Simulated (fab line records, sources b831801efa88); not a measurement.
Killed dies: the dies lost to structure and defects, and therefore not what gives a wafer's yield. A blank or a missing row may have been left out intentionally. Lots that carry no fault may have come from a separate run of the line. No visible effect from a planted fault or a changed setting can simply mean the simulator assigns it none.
The same fault as seen by 2 desks :: flow sky130 :: each desk holds nothing but its own numbers, with what lay behind them at the end

DESK OF THE TOOL OWNER: pvd_sputter-04
The tool's own readings at SKY_METAL2_SPUTTER_04 (material TiN, target thk 70 nm, time 58.3 s): means of the sampled wafers that have a number, for each lot that ran on this tool. Marked OUT: a lot whose mean sits more than 4 standard deviations from the usual mean, which makes it out of limits; the brackets give that distance.
Columns: A = throttle_valve_pct at SKY_METAL2_SPUTTER_04, usual 30.0 %
lot: L405
first seen here: day 35 21:56
A: 29.2

lot: L403
first seen here: day 35 22:17
A: 30.5

lot: L407
first seen here: day 35 22:38
A: 28.8

lot: L406
first seen here: day 35 23:05
A: 30.5

lot: L415
first seen here: day 38 07:11
A: 29.9

lot: L417
first seen here: day 39 05:09
A: 29.8
Result from this desk: across the 6 lots, nothing is out of limits.

FROM THE METROLOGY DESK
Lot by lot, what the gauges showed, no matter which tool ran the lot: averages of those sampled wafers that carry a number. Marked OUT: a lot whose mean sits more than 4 standard deviations from the usual mean, which makes it out of limits; the brackets give that distance.
Columns: A = VIA4_OVL at SKY_VIA4_OVL_MEAS_11, usual 0.0 nm; B = PASSIVATION_CVD_02_THK at SKY_PASSIVATION_THK_MEAS_03, usual 542 nm
lot: L405
first seen here: day 44 10:01
A: 0.3
B: 539

lot: L404
first seen here: day 44 12:04
A: -0.3
B: 537

lot: L403
first seen here: day 44 12:22
A: -2.0
B: 545

lot: L407
first seen here: day 44 13:02
A: -1.5
B: 541

lot: L408
first seen here: day 44 13:20
A: 0.4
B: 538

lot: L406
first seen here: day 44 13:38
A: 0.4
B: 550

lot: L409
first seen here: day 44 13:56
A: -2.0
B: 544

lot: L411
first seen here: day 45 08:25
A: 0.5
B: 542

lot: L415
first seen here: day 46 12:01
A: -0.0
B: 536

lot: L417
first seen here: day 47 07:11
A: -1.4
B: 550

lot: L421
first seen here: day 47 07:13
A: 0.9
B: 534

lot: L423
first seen here: day 48 11:31
A: 0.1
B: 545
Result from this desk: across the 12 lots, nothing is out of limits.

PUT TOGETHER
The desk of the tool owner found nothing out of limits.
At the metrology desk, nothing out of limits was observed.

WHAT HAD BEEN PUT IN BY THE SIMULATOR
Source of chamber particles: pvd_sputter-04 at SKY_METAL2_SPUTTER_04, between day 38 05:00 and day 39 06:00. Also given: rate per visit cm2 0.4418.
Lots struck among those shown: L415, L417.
